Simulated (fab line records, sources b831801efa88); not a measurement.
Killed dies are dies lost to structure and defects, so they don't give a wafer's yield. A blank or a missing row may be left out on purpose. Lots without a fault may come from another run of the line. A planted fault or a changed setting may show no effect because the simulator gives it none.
A struck lot beside a sound one | flow sky130 | 15 steps out of a route of 708
Sound: wafers L259.3, L259.4, L259.6. Struck: wafers L269.1, L269.3, L269.4. The cause comes at the end.
At each step with rows: each side's tool, then ch and its chambers, then its first start. Under that, the readings that differ: sound wafers | struck wafers | difference of the means | sigmas: that difference in standard deviations of wafers without a fault.
alike: readings whose means differ by less than 2 such deviations, and words and numbers that are the same on both sides. not compared: withheld readings, readings that some wafer has no value for, bounds like >300 that may hide the same value, and numbers for which the record gives no deviation and whose values overlap.
The two part at a step that has a row with sigmas, a row that says differs or no value, or rows on one side only. Numbers that don't overlap but have no deviation are shown without sigmas and don't part them. A reading that every wafer of one side lacks parts them only if that side has two wafers or more.

SKY_METAL1_SPUTTER_02: material AlCu, target thk 250 nm, time 13.3 s.
  sound on pvd_sputter-04, day 33 12:33; struck on pvd_sputter-04, day 36 11:53
  alike: throttle_valve_pct
SKY_METAL1_SPUTTER_03: material Ti, target thk 5 nm, time 3.3 s.
  sound on pvd_sputter-04, day 33 12:34; struck on pvd_sputter-04, day 36 11:55
  alike: throttle_valve_pct
SKY_METAL1_SPUTTER_04: material TiN, target thk 70 nm, time 58.3 s.
  sound on pvd_sputter-04, day 33 12:35; struck on pvd_sputter-04, day 36 11:56
  alike: throttle_valve_pct
SKY_METAL1_RS_MEAS_05: measures by four-point-probe.
  sound on film_metro-04, day 33 12:41; struck on film_metro-03, day 36 11:59
  alike: METAL1_ALCU_RS
SKY_METAL1_THK_MEAS_06: measures by xrf.
  sound on film_metro-04, day 33 12:47; struck on film_metro-03, day 36 12:06
  alike: METAL1_ALCU_THK
then, 7 steps without rows for these wafers: SKY_METAL1_DEHYDRATE_07 (time 60 s); SKY_METAL1_HMDS_08 (prime time 60 s); SKY_METAL1_COAT_09 (resist thk 60 nm); SKY_METAL1_COAT_10 (resist thk 450 nm); SKY_METAL1_SOFTBAKE_11 (time 90 s); SKY_METAL1_EXPOSE_12 (exposes mask MM1, target cd 140 nm); SKY_METAL1_PEB_13.
SKY_METAL1_DEVELOP_14: develop time 58.85 s.
  sound on litho_track-01 ch 0, day 34 13:00; struck on litho_track-04 ch 0, day 37 13:00
  reading              | sound             | struck            | difference | sigmas
  developer_temp_C (C) | 20.94 21.07 21.04 | 20.16 20.15 20.07 | -0.89      | -9
SKY_METAL1_CD_MEAS_15: target cd 140 nm.
  sound on cd_sem-02, day 34 13:51; struck on cd_sem-02, day 37 14:11
  alike: cd_nm
-- the record jumps here: 12 days lie between the struck wafers' starts before and after (it left off in module METAL1 and takes up again in module PAD_OPEN, whose first step shown is number 708 of the route) --
SKY_PAD_OPEN_PROBE_99:
  sound on prober-02, day 47 04:32; struck on prober-01, day 49 10:17
  reading         | sound | struck | difference | sigmas
  killed_at_other | 5 2 2 | 0 0 0  | -3         | -4
  alike: defect_limited_yield, killed_at_M0_to_M3, killed_at_M4_up, killed_at_contacts, killed_at_front_end, killed_dies, killed_on_rim, killed_open, killed_short, sort_bin_3_pad_short, sort_bin_5_function, sort_bin_6_memory, sort_n_pass, sort_yield_pct

WHERE THEY PART
First at SKY_METAL1_DEVELOP_14; last, within this record, at SKY_PAD_OPEN_PROBE_99.

WHY: what the simulator had put in
Process parameter drift: litho_track-04, from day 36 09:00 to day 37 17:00, at SKY_METAL1_DEVELOP_14. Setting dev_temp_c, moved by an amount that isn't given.
